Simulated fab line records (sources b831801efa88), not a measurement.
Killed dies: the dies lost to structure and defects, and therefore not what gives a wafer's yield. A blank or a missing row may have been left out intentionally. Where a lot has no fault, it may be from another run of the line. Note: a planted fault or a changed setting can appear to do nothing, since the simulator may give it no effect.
Chamber matching    flow gf180mcu    GF_HV_LDD_ETCHBACK_58 on rieDiel-01: 3 sister chambers
The step etches Si3N4 in CH3F/O2, stops on SiO2, time 100 s, target depth 90 nm. 6 wafers are shown with their chamber, then 4 later ones without.

EACH WAFER AND ITS CHAMBER
wafer   chamber  oesProductAu (a.u.)  throttleValvePct (%)
L707.3  3        0.840                10.572
L707.5  3        0.840                10.573
L708.3  0        0.838                10.557
L708.5  1        0.850                10.564
L709.3  1        0.852                10.553
L709.5  0        0.839                10.561

WAFERS WITHOUT THEIR CHAMBER
wafer   oesProductAu (a.u.)  throttleValvePct (%)
L709.6  0.843                10.563
L715.2  0.843                10.566
L715.3  0.840                10.571
L719.4  0.844                10.584

WHICH CHAMBER EACH WENT THROUGH
wafer    from the rows above       in truth
L709.6   can't be placed: 3 or 0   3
L715.2   can't be placed: 3 or 0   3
L715.3   3                         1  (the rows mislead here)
L719.4   3                         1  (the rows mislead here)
Correct placement for 0 of the 4. Can't be placed from these rows: 2 (the true chamber is among the candidates in 2). Wrongly placed: 2.
How it was worked out, from the rows above alone: a wafer's distance from a chamber is the root of the sum, over the readings, of the square of ((its reading less the chamber's mean) divided by the reading's scatter). The wafer belongs to the nearest chamber; if the next one is less than 2 further off, it can't be placed. For every chamber, the mean is computed from those of its wafers that are shown. The scatter: the root of (the sum of the squares of (reading less its chamber's mean) over the shown wafers, divided by (wafers less chambers)).
